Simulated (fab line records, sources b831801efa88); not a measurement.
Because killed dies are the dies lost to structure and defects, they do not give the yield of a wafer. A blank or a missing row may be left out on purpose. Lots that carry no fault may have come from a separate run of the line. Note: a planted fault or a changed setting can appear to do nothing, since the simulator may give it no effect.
fab line records	flow sky130
record: lots: 6	wafers: 18	lastDay: 50
route steps=708 shown CONTACT@424 METAL1@434 PAD_OPEN@708
lots that met no fault: taken from a fault-free run of the same line
startH: hours from the record's opening day to when the first of the lot's shown wafers began	waitH: hours from the lot's prior step to this one	" identical to the entry in the row above	L1.1+2: a single row standing in for several wafers	- no value, or no start was given	* or withheld: withheld	< > ~ a bound
route shown NAME@n: names a module that has steps shown in the file, with the first one's number in the route	usual: the fault-free wafers' mean and standard deviation	same: alike in all rows	chamber/n: place in a boat	sites: each site's reading	_std_site: how widely they spread, as a standard deviation	_edge_site: the outer-site mean with the inner-site mean subtracted	radiusMm: how far each site lies from the wafer's centre	mask NAME#n: copy n	behind: the last tool/chamber to shape the wafer	hold: why the lot went on hold/how many hours it stayed there/how the hold came to an end	device: names the non-switching transistor (n, p or np)	end of line: at the end of the route, the tests of the same wafers	where a step has no rows: the recipe by itself	killed: the dies lost at the first sort to structure and to defects; this is not the yield of the wafer	map: dies across one wafer; x = killed, . = not, _ = none there
set.NAME: the setting the step ran with; set.NAME@STEP: the setting that earlier step ran with	model.NAME: the simulator's own value behind a step, which no gauge read
lots at selected steps of the route; one table per step, one row per wafer
services: when a tool's chamber went out of use (startH, in hours from the record's first day, below 0 if earlier), for how many hours, and the reason
== steps ==
step: SKY_CONTACT_ETCH_18
recipe: target: Si3N4	chemistry: CHF3/O2	stopOn: TiN	sourceW: 600	biasW: 200	pressureMtorr: 40	chf3FlowSccm: 50	O2_flow_sccm: 5	timeS: 39	targetDepthA: 750
usual: drypumpMotorCurrentA: 5.7/0.31	oesProductAu: 0.853/0.0081	throttleValvePct: 8.791/0.01
lot.wafer	tool	chamber	startH	waitH	drypumpMotorCurrentA	oesProductAu	rfHoursCounterH	throttleValvePct
L593.1	rieDiel-02	1	-	-	5.9	0.844	7	8.789
L593.3	"	0	"	"	5.8	0.849	29	8.773
L593.6	"	3	"	"	5.2	0.849	-	8.797
L596.2	rieDiel-01	0	-	-	6.2	0.846	13	8.774
L596.3	"	3	"	"	6.0	0.857	19	8.788
L596.5	"	1	"	"	5.7	0.853	-	8.794
L607.1	rieDiel-02	2	-	-	5.5	0.858	9	8.790
L607.4	"	3	"	"	5.2	0.858	1	8.792
L607.5	"	3	"	"	5.1	0.847	-	8.786
L608.3	rieDiel-02	1	-	-	5.9	0.863	10	8.773
L608.4	"	3	"	"	5.2	0.847	1	8.789
L608.5	"	2	"	"	5.5	0.857	-	8.801
L610.2	rieDiel-02	0	-	-	5.7	0.845	0	8.785
L610.4	"	3	"	"	5.1	0.847	2	8.790
L610.5	"	3	"	"	5.1	0.856	-	8.784
L612.1	rieDiel-02	2	-	-	5.5	0.855	11	8.793
L612.3	"	1	"	"	6.0	0.847	12	8.786
L612.5	"	0	"	"	5.8	0.847	-	8.791
step: SKY_CONTACT_STRIP_19
recipe: chemistry: O2/N2	powerW: 1372	pressureMtorr: 1500	platenTempC: withheld	o2FlowSccm: 3000	n2FlowSccm: 300	overashFraction: 0.5
usual: drypumpMotorCurrentA: 5.5/0.41	oesProductAu: 0.381/0.0045	stripTimeToEndpointS: 3.66/0.033
lot.wafer	tool	chamber	startH	waitH	drypumpMotorCurrentA	oesProductAu	rfHoursCounterH	stripTimeToEndpointS
L593.1	plasmaAsher-04	0	761.36	-	5.6	0.382	2	3.68
L593.3	"	1	"	"	5.7	0.385	-	3.64
L593.6	"	0	"	"	5.6	0.374	-	3.67
L596.2	plasmaAsher-04	0	773.91	-	5.7	0.378	3	3.63
L596.3	"	1	"	"	5.7	0.377	-	3.63
L596.5	"	0	"	"	5.6	0.380	-	3.69
L607.1	plasmaAsher-01	0	865.26	-	6.0	0.385	100	3.64
L607.4	"	1	"	"	5.7	0.384	-	3.65
L607.5	"	1	"	"	5.7	0.381	-	3.64
L608.3	plasmaAsher-01	1	866.30	-	5.7	0.382	-	3.68
L608.4	"	0	"	"	6.0	0.384	-	3.65
L608.5	"	1	"	"	5.8	0.391	-	3.64
L610.2	plasmaAsher-01	0	878.66	-	6.0	0.378	102	3.65
L610.4	"	1	"	"	5.7	0.374	-	3.63
L610.5	"	0	"	"	6.0	0.375	-	3.63
L612.1	plasmaAsher-01	1	896.80	-	5.7	0.378	104	3.67
L612.3	"	1	"	"	5.7	0.378	-	3.72
L612.5	"	0	"	"	6.0	0.380	-	3.67
step: SKY_CONTACT_STRIP_20
recipe: chemistry: postEtchResidueRemover	timeS: 1200	tempC: 72.5
step: SKY_CONTACT_CLEAN_21
recipe: chemistry: IPA	timeS: 180	tempC: 25
step: SKY_CONTACT_CLEAN_22
recipe: chemistry: O3/DIW	dry: n2Spin
step: SKY_CONTACT_SPUTTER_23
recipe: material: TiN	targetThkNm: 20	chamberPressurePa: 5	powerW: 4000	timeS: 80
usual: throttleValvePct: 30.4/1.2
lot.wafer	tool	chamber	startH	waitH	throttleValvePct
L593.1	pvdSputter-01	-	761.95	0.0	29.3
L593.3	"	-	"	"	32.6
L593.6	"	-	"	"	32.4
L596.2	pvdSputter-01	-	774.50	0.0	32.4
L596.3	"	-	"	"	29.3
L596.5	"	-	"	"	32.6
L607.1	pvdSputter-04	-	865.86	0.0	30.7
L607.4	"	-	"	"	28.9
L607.5	"	-	"	"	30.6
L608.3	pvdSputter-04	-	866.86	0.0	30.6
L608.4	"	-	"	"	31.0
L608.5	"	-	"	"	29.5
L610.2	pvdSputter-03	-	879.28	0.0	29.3
L610.4	"	-	"	"	29.3
L610.5	"	-	"	"	31.4
L612.1	pvdSputter-03	-	897.40	0.0	30.6
L612.3	"	-	"	"	29.4
L612.5	"	-	"	"	29.0
step: SKY_CONTACT_CVD_24
recipe: material: W	targetThkNm: 340	timeS: 102.12	tempC: 400	pressureTorr: 40
usual: heaterPowerW: 886/120
lot.wafer	tool	chamber	startH	waitH	heaterPowerW
L593.1	cvdW-02	0	762.01	0.0	686
L593.3	"	0	"	"	696
L593.6	"	0	"	"	719
L596.2	cvdW-02	0	774.57	0.0	698
L596.3	"	0	"	"	688
L596.5	"	0	"	"	700
L607.1	cvdW-01	0	865.92	0.0	876
L607.4	"	0	"	"	883
L607.5	"	0	"	"	856
L608.3	cvdW-01	0	866.96	0.1	869
L608.4	"	1	"	"	1047
L608.5	"	1	"	"	1024
L610.2	cvdW-01	0	879.34	0.0	882
L610.4	"	0	"	"	883
L610.5	"	0	"	"	887
L612.1	cvdW-02	0	897.46	0.0	692
L612.3	"	0	"	"	693
L612.5	"	0	"	"	690
step: SKY_CONTACT_RS_MEAS_25
recipe: thkMeasGauge: four-point-probe	reads: W_of_CONTACT_CVD_24+TiN_of_CONTACT_SPUTTER_23
usual: CONTACT_W_RS: 0.337/0.0033
lot.wafer	tool	chamber	startH	waitH	CONTACT_W_RS[ohm/sq]
L593.1	filmMetro-03	-	762.13	0.1	0.333
L593.3	"	-	"	"	0.330
L593.6	"	-	"	"	0.327
L596.2	filmMetro-04	-	774.70	0.1	0.344
L596.3	"	-	"	"	0.339
L596.5	"	-	"	"	0.343
L607.1	filmMetro-04	-	866.03	0.1	0.339
L607.4	"	-	"	"	0.335
L607.5	"	-	"	"	0.335
L608.3	filmMetro-04	-	867.07	0.1	0.340
L608.4	"	-	"	"	0.342
L608.5	"	-	"	"	0.339
L610.2	filmMetro-01	-	879.47	0.1	0.343
L610.4	"	-	"	"	0.340
L610.5	"	-	"	"	0.339
L612.1	filmMetro-03	-	897.57	0.1	0.331
L612.3	"	-	"	"	0.329
L612.5	"	-	"	"	0.335
step: SKY_CONTACT_THK_MEAS_26
recipe: thkMeasGauge: xrf	reads: W_of_CONTACT_CVD_24
usual: CONTACT_W_THK: 342/4.7
lot.wafer	tool	chamber	startH	waitH	CONTACT_W_THK[nm]
L593.1	filmMetro-03	-	762.25	0.1	341
L593.3	"	-	"	"	346
L593.6	"	-	"	"	345
L596.2	filmMetro-04	-	774.81	0.1	340
L596.3	"	-	"	"	342
L596.5	"	-	"	"	338
L607.1	filmMetro-04	-	866.15	0.1	349
L607.4	"	-	"	"	351
L607.5	"	-	"	"	350
L608.3	filmMetro-04	-	867.17	0.1	347
L608.4	"	-	"	"	345
L608.5	"	-	"	"	348
L610.2	filmMetro-01	-	879.58	0.1	337
L610.4	"	-	"	"	341
L610.5	"	-	"	"	345
L612.1	filmMetro-03	-	897.69	0.1	343
L612.3	"	-	"	"	343
L612.5	"	-	"	"	340
step: SKY_CONTACT_CMP_27
recipe: stopOn: SiO2	tOverpolishS: 15	downForcePsi: 3.5	platenRpm: 60	targetThkNm: 0	padVelocityMS: 0.94248
step: SKY_METAL1_SPUTTER_00
recipe: material: Ti	targetThkNm: 15	powerW: 3000	timeS: 10	chamberPressurePa: 0.4
step: SKY_METAL1_SPUTTER_01
recipe: material: TiN	targetThkNm: 20	powerW: 6500	timeS: 16.7	chamberPressurePa: 0.4
step: SKY_METAL1_SPUTTER_02
recipe: material: AlCu	targetThkNm: 250	powerW: 10600	timeS: 13.3	chamberPressurePa: 0.4
usual: throttleValvePct: 30.3/1.3
lot.wafer	tool	chamber	startH	waitH	throttleValvePct	model.AlCu_of_METAL1_SPUTTER_02.thkNm
L593.1	pvdSputter-03	-	762.65	0.0	30.6	252
L593.3	"	-	"	"	29.1	251.4
L593.6	"	-	"	"	30.7	250
L596.2	pvdSputter-01	-	775.43	0.0	29.9	251.8
L596.3	"	-	"	"	29.4	246.8
L596.5	"	-	"	"	29.9	251.6
L607.1	pvdSputter-03	-	866.56	0.0	30.7	284.9
L607.4	"	-	"	"	29.2	287.6
L607.5	"	-	"	"	29.4	286.5
L608.3	pvdSputter-03	-	867.60	0.0	29.4	286.2
L608.4	"	-	"	"	29.2	286.9
L608.5	"	-	"	"	31.8	286.7
L610.2	pvdSputter-02	-	879.98	0.0	32.2	254.1
L610.4	"	-	"	"	29.4	250.7
L610.5	"	-	"	"	29.6	250.1
L612.1	pvdSputter-02	-	898.10	0.0	30.1	247
L612.3	"	-	"	"	32.3	246.6
L612.5	"	-	"	"	29.5	247.4
step: SKY_METAL1_SPUTTER_03
recipe: material: Ti	targetThkNm: 5	powerW: 3000	timeS: 3.3	chamberPressurePa: 0.4
usual: throttleValvePct: 30.3/1.4
lot.wafer	tool	chamber	startH	waitH	throttleValvePct
L593.1	pvdSputter-03	-	762.68	0.0	30.9
L593.3	"	-	"	"	29.0
L593.6	"	-	"	"	30.8
L596.2	pvdSputter-01	-	775.45	0.0	29.9
L596.3	"	-	"	"	29.5
L596.5	"	-	"	"	29.7
L607.1	pvdSputter-03	-	866.58	0.0	30.8
L607.4	"	-	"	"	29.3
L607.5	"	-	"	"	29.5
L608.3	pvdSputter-03	-	867.62	0.0	29.4
L608.4	"	-	"	"	28.9
L608.5	"	-	"	"	31.5
L610.2	pvdSputter-02	-	880.00	0.0	32.3
L610.4	"	-	"	"	29.5
L610.5	"	-	"	"	29.4
L612.1	pvdSputter-02	-	898.12	0.0	29.9
L612.3	"	-	"	"	32.3
L612.5	"	-	"	"	29.7
step: SKY_METAL1_SPUTTER_04
recipe: material: TiN	targetThkNm: 70	powerW: 6500	timeS: 58.3	chamberPressurePa: 0.4
step: SKY_METAL1_RS_MEAS_05
recipe: thkMeasGauge: four-point-probe	reads: TiN_of_METAL1_SPUTTER_04+Ti_of_METAL1_SPUTTER_03+AlCu_of_METAL1_SPUTTER_02+TiN_of_METAL1_SPUTTER_01+Ti_of_METAL1_SPUTTER_00
usual: METAL1_ALCU_RS: 0.1265/0.0014
lot.wafer	tool	chamber	startH	waitH	METAL1_ALCU_RS[ohm/sq]
L593.1	filmMetro-04	-	762.74	0.0	0.1258
L593.3	"	-	"	"	0.1257
L593.6	"	-	"	"	0.1265
L596.2	filmMetro-01	-	775.54	0.0	0.1259
L596.3	"	-	"	"	0.1286
L596.5	"	-	"	"	0.1262
L607.1	filmMetro-04	-	866.65	0.0	0.1108
L607.4	"	-	"	"	0.1094
L607.5	"	-	"	"	0.1100
L608.3	filmMetro-02	-	867.73	0.1	0.1100
L608.4	"	-	"	"	0.1098
L608.5	"	-	"	"	0.1098
L610.2	filmMetro-02	-	880.09	0.0	0.1245
L610.4	"	-	"	"	0.1262
L610.5	"	-	"	"	0.1267
L612.1	filmMetro-04	-	898.19	0.0	0.1284
L612.3	"	-	"	"	0.1286
L612.5	"	-	"	"	0.1281
step: SKY_METAL1_THK_MEAS_06
recipe: thkMeasGauge: xrf	reads: AlCu_of_METAL1_SPUTTER_02
usual: METAL1_ALCU_THK: 253.7/2.9
lot.wafer	tool	chamber	startH	waitH	METAL1_ALCU_THK[nm]
L593.1	filmMetro-04	-	762.86	0.1	254.5
L593.3	"	-	"	"	254.0
L593.6	"	-	"	"	251.3
L596.2	filmMetro-01	-	775.65	0.1	257.0
L596.3	"	-	"	"	251.0
L596.5	"	-	"	"	252.5
L607.1	filmMetro-04	-	866.77	0.1	286.4
L607.4	"	-	"	"	289.4
L607.5	"	-	"	"	288.9
L608.3	filmMetro-02	-	867.83	0.1	291.2
L608.4	"	-	"	"	290.3
L608.5	"	-	"	"	292.0
L610.2	filmMetro-02	-	880.20	0.1	258.1
L610.4	"	-	"	"	255.1
L610.5	"	-	"	"	254.9
L612.1	filmMetro-04	-	898.31	0.1	250.3
L612.3	"	-	"	"	248.5
L612.5	"	-	"	"	251.0
step: SKY_METAL1_DEHYDRATE_07
recipe: tempC: 200	timeS: 60
step: SKY_PAD_OPEN_PROBE_99
usual: defectLimitedYield: 82.6/2	killed_at_M0_to_M3: 43/7.1	killed_at_M4_up: 3.0/1.9	killedAtContacts: 24/5	killedAtFrontEnd: 15/4.3	killedAtOther: 0.3/0.5	killedDies: 85/9.6	killedOpen: 46/7.1	killedShort: 39/6.8	sort_bin_3_pad_short: 0.9/0.42	sort_bin_5_function: 10.2/1.4	sort_bin_6_memory: 6.3/1.2	sortNPass: 407/9.6	sortYieldPct: 82.6/2
same: grossDies: 492	killedAtBackSide: 0	sort_bin_4_leakage[%]: 0	sort_bin_8_speed[%]: 0
lot.wafer	tool	chamber	startH	waitH	defectLimitedYield[%]	killed_at_M0_to_M3	killed_at_M4_up	killedAtContacts	killedAtFrontEnd	killedAtOther	killedDies	killedOpen	killedShort	sort_bin_3_pad_short[%]	sort_bin_5_function[%]	sort_bin_6_memory[%]	sortNPass	sortYieldPct[%]	model.etest.met1.lineOhmUm	model.etest.met1.rsOhmSq
L593.1	prober-02	-	1094.67	0.1	83.1	41	4	22	16	0	83	48	35	0.4	11.0	5.5	409	83.1	0.887	0.1279
L593.3	prober-02	-	1094.77	0.2	83.7	40	4	21	14	1	80	41	39	1.0	6.5	8.7	412	83.7	0.9242	0.1277
L593.6	prober-02	-	1094.92	0.2	85.0	39	2	20	13	0	74	41	33	0.8	10.0	4.3	418	85.0	0.912	0.1291
L596.2	prober-02	-	1104.16	0.1	82.9	43	2	27	12	0	84	47	37	0.8	11.2	5.1	408	82.9	0.874	0.1272
L596.3	prober-02	-	1104.21	0.2	84.8	36	1	27	11	0	75	40	35	0.4	9.8	5.1	417	84.8	0.912	0.1308
L596.5	prober-02	-	1104.31	0.2	84.3	42	2	20	13	0	77	41	36	0.6	9.6	5.5	415	84.3	0.8973	0.1275
L607.1	prober-01	-	1170.90	0.1	81.7	53	5	15	16	1	90	43	47	1.2	10.6	6.5	402	81.7	0.8118	0.1123
L607.4	prober-01	-	1171.05	0.2	86.8	37	2	14	12	0	65	30	35	0.6	7.1	5.5	427	86.8	0.7952	0.1102
L607.5	prober-01	-	1171.10	0.2	82.3	47	1	20	19	0	87	57	30	0.8	10.8	6.1	405	82.3	0.7977	0.1125
L608.3	prober-02	-	1172.20	0.2	82.7	30	5	30	19	1	85	44	41	0	10.0	7.3	407	82.7	0.8022	0.1102
L608.4	prober-02	-	1172.25	0.2	80.9	47	2	28	17	0	94	50	44	1.6	11.0	6.5	398	80.9	0.8204	0.11
L608.5	prober-02	-	1172.30	0.2	82.3	42	5	30	10	0	87	46	41	1.2	9.8	6.7	405	82.3	0.7945	0.1116
L610.2	prober-01	-	1177.29	0.1	80.7	42	3	29	21	0	95	51	44	0.4	11.4	7.5	397	80.7	0.9031	0.1264
L610.4	prober-01	-	1177.39	0.2	81.9	39	2	23	25	0	89	51	38	0.8	11.6	5.7	403	81.9	0.8814	0.1267
L610.5	prober-01	-	1177.44	0.2	81.9	46	2	24	17	0	89	44	45	0.6	9.1	8.3	403	81.9	0.9141	0.1289
L612.1	prober-01	-	1189.49	0.1	84.6	40	1	23	10	2	76	34	42	1.0	8.3	6.1	416	84.6	0.8928	0.1289
L612.3	prober-01	-	1189.59	0.2	80.1	56	0	27	15	0	98	59	39	0.6	11.2	8.1	394	80.1	0.9189	0.1291
L612.5	prober-01	-	1189.69	0.2	82.5	49	3	21	12	1	86	46	40	0.6	10.4	6.5	406	82.5	0.9292	0.1298
killed by level:class
L593.1 LI_CONTACT:geometricParticle:open=9 VIA1:geometricParticle:open=8 CONTACT:geometricParticle:open=8 VIA2:geometricParticle:open=7 VIA1:geometricParticle:short=5 FIELD_ISO:geometricParticle:short=4 POLY_GATE:geometricParticle:open=4 LOCAL_INTERCONNECT:geometricParticle:short=4
L593.3 VIA1:geometricParticle:open=16 CONTACT:geometricParticle:open=7 LOCAL_INTERCONNECT:geometricParticle:short=5 FIELD_ISO:geometricParticle:short=4 LI_CONTACT:geometricParticle:short=4 METAL4:geometricParticle:short=4 VIA3:geometricParticle:open=4 METAL2:geometricParticle:short=4
L593.6 LI_CONTACT:geometricParticle:open=10 METAL1:geometricParticle:short=8 VIA3:geometricParticle:open=7 FIELD_ISO:geometricParticle:open=5 CONTACT:geometricParticle:open=5 FIELD_ISO:geometricParticle:short=4 VIA1:geometricParticle:short=4 METAL2:geometricParticle:short=4
L596.2 CONTACT:geometricParticle:open=13 VIA1:geometricParticle:open=10 VIA2:geometricParticle:open=6 METAL1:geometricParticle:short=6 VIA1:geometricParticle:short=6 CONTACT:geometricParticle:short=5 LI_CONTACT:geometricParticle:short=4 METAL1:geometricParticle:open=4
L596.3 CONTACT:geometricParticle:open=10 VIA2:geometricParticle:open=8 LI_CONTACT:geometricParticle:open=6 VIA1:geometricParticle:open=6 LI_CONTACT:geometricParticle:short=5 POLY_GATE:geometricParticle:short=4 VIA3:geometricParticle:open=4 METAL1:geometricParticle:short=4
L596.5 VIA1:geometricParticle:open=9 VIA2:geometricParticle:open=8 CONTACT:geometricParticle:open=6 LI_CONTACT:geometricParticle:open=5 METAL1:geometricParticle:short=5 POLY_GATE:geometricParticle:short=4 CONTACT:geometricParticle:short=4 LI_CONTACT:geometricParticle:short=4
L607.1 VIA1:geometricParticle:open=13 METAL1:geometricParticle:short=9 CONTACT:geometricParticle:open=8 VIA1:geometricParticle:short=7 VIA2:geometricParticle:open=6 VIA3:geometricParticle:short=6 POLY_GATE:geometricParticle:short=5 LOCAL_INTERCONNECT:geometricParticle:short=5
L607.4 VIA1:geometricParticle:open=9 FIELD_ISO:geometricParticle:short=5 METAL2:geometricParticle:short=5 VIA1:geometricParticle:short=5 CONTACT:geometricParticle:open=4 METAL1:geometricParticle:open=4 LI_CONTACT:geometricParticle:open=3 CONTACT:geometricParticle:short=3
L607.5 VIA1:geometricParticle:open=15 CONTACT:geometricParticle:open=10 POLY_GATE:geometricParticle:open=9 METAL1:geometricParticle:short=8 VIA2:geometricParticle:open=8 VIA1:geometricParticle:short=6 FIELD_ISO:geometricParticle:open=5 VIA3:geometricParticle:open=5
L608.3 CONTACT:geometricParticle:open=12 METAL2:geometricParticle:short=8 FIELD_ISO:geometricParticle:short=7 LI_CONTACT:geometricParticle:open=6 FIELD_ISO:geometricParticle:open=5 CONTACT:geometricParticle:short=5 VIA2:geometricParticle:open=5 VIA3:geometricParticle:open=5
L608.4 CONTACT:geometricParticle:open=10 CONTACT:geometricParticle:short=7 POLY_GATE:geometricParticle:open=7 VIA1:geometricParticle:open=7 LOCAL_INTERCONNECT:geometricParticle:short=6 VIA2:geometricParticle:open=6 VIA3:geometricParticle:open=6 METAL2:geometricParticle:short=5
L608.5 CONTACT:geometricParticle:open=14 LI_CONTACT:geometricParticle:open=8 VIA1:geometricParticle:open=7 METAL2:geometricParticle:short=7 METAL1:geometricParticle:short=6 METAL4:geometricParticle:short=5 VIA2:geometricParticle:open=5 VIA3:geometricParticle:short=5
L610.2 CONTACT:geometricParticle:short=12 VIA1:geometricParticle:open=11 CONTACT:geometricParticle:open=9 VIA2:geometricParticle:open=8 POLY_GATE:geometricParticle:open=6 POLY_GATE:geometricParticle:short=6 METAL1:geometricParticle:short=5 VIA3:geometricParticle:open=5
L610.4 POLY_GATE:geometricParticle:open=9 POLY_GATE:geometricParticle:short=9 CONTACT:geometricParticle:open=9 LI_CONTACT:geometricParticle:open=7 VIA1:geometricParticle:short=6 VIA1:geometricParticle:open=6 VIA2:geometricParticle:open=6 VIA3:geometricParticle:open=6
L610.5 VIA1:geometricParticle:open=9 CONTACT:geometricParticle:open=9 METAL1:geometricParticle:short=7 CONTACT:geometricParticle:short=7 LI_CONTACT:geometricParticle:open=6 METAL2:geometricParticle:short=6 VIA1:geometricParticle:short=5 VIA3:geometricParticle:open=5
L612.1 CONTACT:geometricParticle:open=8 VIA2:geometricParticle:open=7 CONTACT:geometricParticle:short=6 VIA1:geometricParticle:open=6 LI_CONTACT:geometricParticle:short=5 METAL1:geometricParticle:short=5 VIA3:geometricParticle:open=5 METAL2:geometricParticle:short=5
L612.3 VIA1:geometricParticle:open=16 CONTACT:geometricParticle:open=13 VIA1:geometricParticle:short=9 METAL2:geometricParticle:short=7 VIA3:geometricParticle:open=7 LI_CONTACT:geometricParticle:open=6 VIA2:geometricParticle:open=6 POLY_GATE:geometricParticle:open=4
L612.5 VIA1:geometricParticle:open=10 VIA2:geometricParticle:open=9 METAL2:geometricParticle:short=7 VIA1:geometricParticle:short=6 CONTACT:geometricParticle:open=6 LI_CONTACT:geometricParticle:open=5 CONTACT:geometricParticle:short=5 VIA2:geometricParticle:short=5
== services ==
tool	chamber	startH	hours	kind
pvdSputter-04	-	743.47	5.6	repair
pvdSputter-01	-	747.98	4.6	repair
rieDiel-01	-	750.27	14.6	pm
pvdSputter-01	-	756.17	1.2	repair
pvdSputter-03	-	771.11	24.2	repair
rieDiel-01	0	784.20	4.1	repair
rieDiel-02	-	812.82	4.3	pm
rieDiel-02	3	818.47	-	clean
rieDiel-02	3	818.47	15.2	scheduledDown
rieDiel-02	3	818.47	15.2	ventCycle
plasmaAsher-01	-	833.38	28.1	pm
rieDiel-01	2	835.32	6.4	repair
rieDiel-02	0	843.27	-	clean
rieDiel-02	0	843.27	17.9	scheduledDown
rieDiel-02	0	843.27	17.9	ventCycle
plasmaAsher-04	-	844.27	0.9	repair
rieDiel-01	1	850.38	42.8	repair
rieDiel-01	-	863.24	5.8	repair
rieDiel-01	0	884.90	2.1	repair
rieDiel-01	-	889.63	0.7	repair
pvdSputter-02	-	889.91	4.1	repair
pvdSputter-04	-	892.50	49.8	repair
rieDiel-02	-	894.33	0.5	repair
pvdSputter-04	-	897.15	8.2	repair
== key ==
firstSign: step: SKY_METAL1_RS_MEAS_05	reading: METAL1_ALCU_RS	direction: down	sigmas: 11	usual: 0.1265	struck: 0.1100
effect: step: SKY_METAL1_THK_MEAS_06	reading: METAL1_ALCU_THK	direction: up	sigmas: 12	usual: 253.7	struck: 289.7
modelEffect: step: SKY_METAL1_SPUTTER_02	value: AlCu_of_METAL1_SPUTTER_02.thkNm	without: 249.6	struck: 286.5
modelEffect: step: SKY_PAD_OPEN_PROBE_99	value: etest.met1.lineOhmUm	without: 0.9262	struck: 0.8036
metAt SKY_METAL1_SPUTTER_02
struckWafers L607.1,L607.4,L607.5,L608.3,L608.4,L608.5
onsetBetween 762.65 866.56
alsoFits SKY_CONTACT_SPUTTER_23:pvdSputter-04,SKY_METAL1_SPUTTER_03:pvdSputter-03
fault: kind: processParameterDrift	tool: pvdSputter-03	chamber: -	onsetH: 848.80	steps: SKY_METAL1_SPUTTER_02	channel: timeS	offset: *	shape: step	endH: 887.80	actsIn: *	stated: *
